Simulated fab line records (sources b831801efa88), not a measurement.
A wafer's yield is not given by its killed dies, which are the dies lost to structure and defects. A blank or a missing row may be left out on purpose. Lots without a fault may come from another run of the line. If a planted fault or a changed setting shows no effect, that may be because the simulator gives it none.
Which tool did it? | flow gf180mcu | 13 lots with 39 wafers sampled at 3 steps, on a route of 602 steps

== WHAT THE GAUGES SHOWED, per wafer ==
GF_LVPWELL_OVL_MEAS_07. Usual: for LVPWELL_OVL the level is -0.5 nm and the standard deviation is 1.3.
lot  | measured    | on         | LVPWELL_OVL (nm)     | flag
L891 | day 3 20:40 | overlay-01 | -3.3 -2.9 -2.7       |
L893 | day 4 07:05 | overlay-01 | 0.4 0.4 0.1          |
L894 | day 4 12:28 | overlay-01 | 1.3 2.2 0.2          |
L895 | day 4 19:13 | overlay-01 | -0.8 0.7 -0.3        |
L896 | day 5 01:57 | overlay-02 | -0.5 -0.2 -1.3       |
L897 | day 5 06:53 | overlay-02 | -1.2 -0.8 -1.7       |
L903 | day 6 16:41 | overlay-01 | 0.9 3.1 0.7          |
L905 | day 7 03:37 | overlay-02 | -185.9 -187.4 -185.3 | OFF
L906 | day 7 09:46 | overlay-01 | -186.1 -185.6 -185.0 | OFF
L909 | day 8 01:01 | overlay-02 | 1.0 1.9 -0.6         |
L911 | day 8 11:22 | overlay-02 | -1.5 -1.3 0.2        |
L913 | day 8 21:58 | overlay-02 | 0.9 1.2 0.7          |
L914 | day 9 07:58 | overlay-01 | -1.5 0.4 -1.7        |

GF_NSD_TW_MEAS_12. Usual: for NSD_TW the level is 4260 and the standard deviation is 40.
lot  | measured     | on            | NSD_TW         | flag
L891 | day 13 09:11 | film_metro-04 | 4307 4279 4297 |
L893 | day 14 02:23 | film_metro-01 | 4252 4244 4284 |
L894 | day 14 05:51 | film_metro-02 | 4249 4244 4237 |
L895 | day 14 18:17 | film_metro-04 | 4282 4240 4273 |
L896 | day 14 23:57 | film_metro-04 | 4260 4264 4274 |
L897 | day 15 06:41 | film_metro-04 | 4270 4258 4280 |
L903 | day 17 11:44 | film_metro-02 | 4256 4265 4249 |
L905 | day 18 02:17 | film_metro-04 | 4308 4316 4304 |
L906 | day 18 15:38 | film_metro-01 | 4195 4199 4196 |
L909 | day 19 10:48 | film_metro-04 | 4299 4305 4289 |
L911 | day 20 02:20 | film_metro-04 | 4288 4316 4318 |
L913 | day 20 18:06 | film_metro-02 | 4209 4211 4226 |
L914 | day 21 10:35 | film_metro-02 | 4266 4262 4264 |

== TOOL THAT RAN EACH LOT (tool first, then ch and the chambers of the sampled wafers, then the start) ==
lot  | GF_LVPWELL_EXPOSE_04
L891 | iline_stepper-02 ch 0, day 3 14:11
L893 | iline_stepper-02 ch 0, day 4 00:35
L894 | iline_stepper-01 ch 0, day 4 06:10
L895 | iline_stepper-01 ch 0, day 4 12:35
L896 | iline_stepper-02 ch 0, day 4 18:57
L897 | iline_stepper-01 ch 0, day 5 00:22
L903 | iline_stepper-01 ch 0, day 6 08:53
L905 | iline_stepper-02 ch 0, day 6 19:39
L906 | iline_stepper-02 ch 0, day 7 01:56
L909 | iline_stepper-01 ch 0, day 7 17:06
L911 | iline_stepper-01 ch 0, day 8 03:39
L913 | iline_stepper-01 ch 0, day 8 14:08
L914 | iline_stepper-01 ch 0, day 8 23:47
- GF_LVPWELL_EXPOSE_04: exposes mask LVPWELL, target cd 600 nm.

== WHAT THE TOOLS THEMSELVES READ (means of the sampled wafers that have a number; where no wafer has one, the mark that the record gives instead) ==
The record holds no such reading with a usual standard deviation.

== THE ANSWER, worked out from the rows above alone ==
Rule: a lot counts as off when the mean over its wafers that have a number is more than 3 standard deviations away from the usual mean. A lot without any number at a reading at which 4 lots or more have one is off too. Any other lot the step has rows for is counted as sound. The gauges are gone through in route order, then the tools' own readings, and for those a lot's mean is taken as printed above. The first step at which some lot is off is used, and at that step the reading that is off furthest; a lot without a number counts as furthest.
Off: L905, L906, at GF_LVPWELL_OVL_MEAS_07 (LVPWELL_OVL).
If a tool, at a process step before that reading, ran all the lots that are off and no sound lot after the first of them, it fits. Gauges at GF_LVPWELL_OVL_MEAS_07: tried the same way as those tools. One fits: GF_LVPWELL_EXPOSE_04 on iline_stepper-02. A fault onset in the window from L896 (day 4 18:57, its last sound lot) to L905 (day 6 19:39, its first lot off) fits.

== WHAT HAD BEEN PUT IN BY THE SIMULATOR ==
Scanner matching overlay: iline_stepper-02, from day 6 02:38 on, at GF_LVPWELL_EXPOSE_04. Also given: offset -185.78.
Lots struck among those shown: L905, L906. The same result came from the rule above.
